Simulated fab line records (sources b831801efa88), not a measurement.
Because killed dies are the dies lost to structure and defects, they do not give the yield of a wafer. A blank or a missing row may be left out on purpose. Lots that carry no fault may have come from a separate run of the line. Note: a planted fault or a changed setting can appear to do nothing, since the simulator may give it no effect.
What tool caused it?	flow sky130	Sampling: 15 lots, 45 wafers, 2 of 708 route steps

WHAT THE GAUGES SHOWED, per wafer
No reading from a measuring or inspecting step in the record can be judged against a usual standard deviation.

TOOL THAT RAN EACH LOT (tool first, then ch and the chambers of the sampled wafers, then the start)
lot	SKY_VIA3_STRIP_16	SKY_PAD_OPEN_PROBE_99
L158	plasma asher-01 ch 0,1, day 39 17:02	-
L159	plasma asher-01 ch 0,1, day 40 01:17	-
L160	plasma asher-01 ch 0, day 40 11:14	-
L163	plasma asher-01 ch 0,1, day 41 16:32	prober-02, day 47 12:31
L165	plasma asher-01 ch 0,1, day 41 23:05	prober-01, day 47 17:42
L166	plasma asher-01 ch 0,1, day 42 14:44	prober-01, day 48 08:28
L171	plasma asher-04 ch 0,1, day 43 09:27	prober-01, day 48 22:27
L173	plasma asher-02 ch 0,1, day 44 14:49	prober-01, day 49 19:52
L174	plasma asher-04 ch 0,1, day 44 19:02	-
L175	plasma asher-02 ch 0,1, day 44 19:12	-
L177	plasma asher-01 ch 0,1, day 45 13:21	-
L178	plasma asher-04 ch 0,1, day 45 13:54	-
L179	plasma asher-01 ch 0, day 45 20:36	-
L180	plasma asher-04 ch 0,1, day 45 22:56	prober-02, day 50 19:58
L181	plasma asher-04 ch 0,1, day 46 03:53	-
- SKY_VIA3_STRIP_16: strips in O2/N2.
- SKY_PAD_OPEN_PROBE_99

AS READ BY THE TOOLS THEMSELVES (means over the sampled wafers that have a number; for cases with no such wafer, the mark the record gives instead)
SKY_VIA3_STRIP_16. Usual: chamber pressure mTorr 1499.9 mTorr, standard deviation 1.3; drypump motor current A 5.8 A, standard deviation 0.43; oes product au 0.402 a.u., standard deviation 0.0051; strip time to endpoint s 4.132 s, standard deviation 0.03.
lot	tool	chamber pressure mTorr (mTorr)	drypump motor current A (A)	oes product au (a.u.)	strip time to endpoint s (s)	flag
L158	plasma asher-01	1501.2	5.3	0.407	4.187	
L159	plasma asher-01	1500.0	5.3	0.404	4.128	
L160	plasma asher-01	1498.6	5.2	0.403	4.165	
L163	plasma asher-01	1500.0	5.4	0.406	4.161	
L165	plasma asher-01	1499.8	5.3	0.402	4.115	
L166	plasma asher-01	1499.1	5.4	0.403	4.121	
L171	plasma asher-04	1499.6	6.3	0.404	4.136	
L173	plasma asher-02	1499.6	5.6	0.402	4.133	
L174	plasma asher-04	1499.7	6.3	0.406	4.152	
L175	plasma asher-02	1499.6	5.6	0.406	4.142	
L177	plasma asher-01	1499.4	5.3	0.401	4.133	
L178	plasma asher-04	1499.2	6.2	0.402	4.138	
L179	plasma asher-01	1499.3	5.2	0.407	4.167	
L180	plasma asher-04	1500.3	6.3	0.400	4.097	
L181	plasma asher-04	1500.4	6.3	0.402	4.121	

SKY_PAD_OPEN_PROBE_99. Usual: defect limited yield 82.6 %, standard deviation 1.9; killed_at_M0_to_M3 42, standard deviation 7; killed_at_M4_up 3.2, standard deviation 1.6; killed at contacts 24, standard deviation 5.8; killed at front end 16, standard deviation 4.3; killed at other 0.3, standard deviation 0.62; killed dies 86, standard deviation 9.5; killed open 46, standard deviation 6.4; killed short 39, standard deviation 6.3; sort_bin_3_pad_short 0.9 %, standard deviation 0.43; sort_bin_5_function 10.5 %, standard deviation 1.4; sort_bin_6_memory 6.1 %, standard deviation 1.2; sort n pass 406, standard deviation 9.5; sort yield pct 82.6 %, standard deviation 1.9.
lot	tool	defect limited yield (%)	killed_at_M0_to_M3	killed_at_M4_up	killed at contacts	killed at front end	killed at other	killed dies	killed open	killed short	sort_bin_3_pad_short (%)	sort_bin_5_function (%)	sort_bin_6_memory (%)	sort n pass	sort yield pct (%)	flag
L163	prober-02	74.0	78	4.7	30	15	0.0	128	48	40	3.4	16.6	6.0	364	74.0	OFF
L165	prober-01	76.3	77	4.0	24	12	0.0	117	42	33	3.7	14.4	5.6	375	76.3	OFF
L166	prober-01	74.7	83	3.7	24	14	0.3	124	43	35	3.8	13.9	7.6	368	74.7	OFF
L171	prober-01	79.7	52	4.0	26	18	0.0	100	51	49	0.8	11.7	7.8	392	79.7	
L173	prober-01	81.0	44	3.0	25	20	1.3	93	53	41	1.0	11.5	6.5	399	81.0	
L180	prober-02	84.8	33	3.7	23	14	0.7	75	38	35	1.2	9.2	4.8	417	84.8	

THE ANSWER, worked out from the rows above alone
Rule: lot off if the mean of its wafers having a number is beyond 3 standard deviations from the usual mean. A lot without any number at a reading at which 4 lots or more have one is off too. All remaining lots with rows at the step are treated as sound. Order of review: gauges by route order, followed by the tools' own readings, for which a lot's mean as printed above is used. At the first step where some lot is off, the reading lying furthest off is the one used; lots without a number count as furthest.
Off: L163, L165, L166 (SKY_PAD_OPEN_PROBE_99, sort_bin_3_pad_short). Neither off nor sound, because the step has no rows for them: L158, L159, L160, L174, L175, L177, L178, L179, L181.
If a tool, at that step or one of the process steps before it, ran each lot that is off and ran no sound lot following the first of them, it fits. One fits: SKY_VIA3_STRIP_16 on plasma asher-01. It ran no sound lot before its first lot that is off in this sample, so the start can't be narrowed down.

WHAT THE SIMULATOR PUT IN
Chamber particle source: plasma asher-01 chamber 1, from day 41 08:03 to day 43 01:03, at SKY_VIA3_STRIP_16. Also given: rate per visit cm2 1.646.
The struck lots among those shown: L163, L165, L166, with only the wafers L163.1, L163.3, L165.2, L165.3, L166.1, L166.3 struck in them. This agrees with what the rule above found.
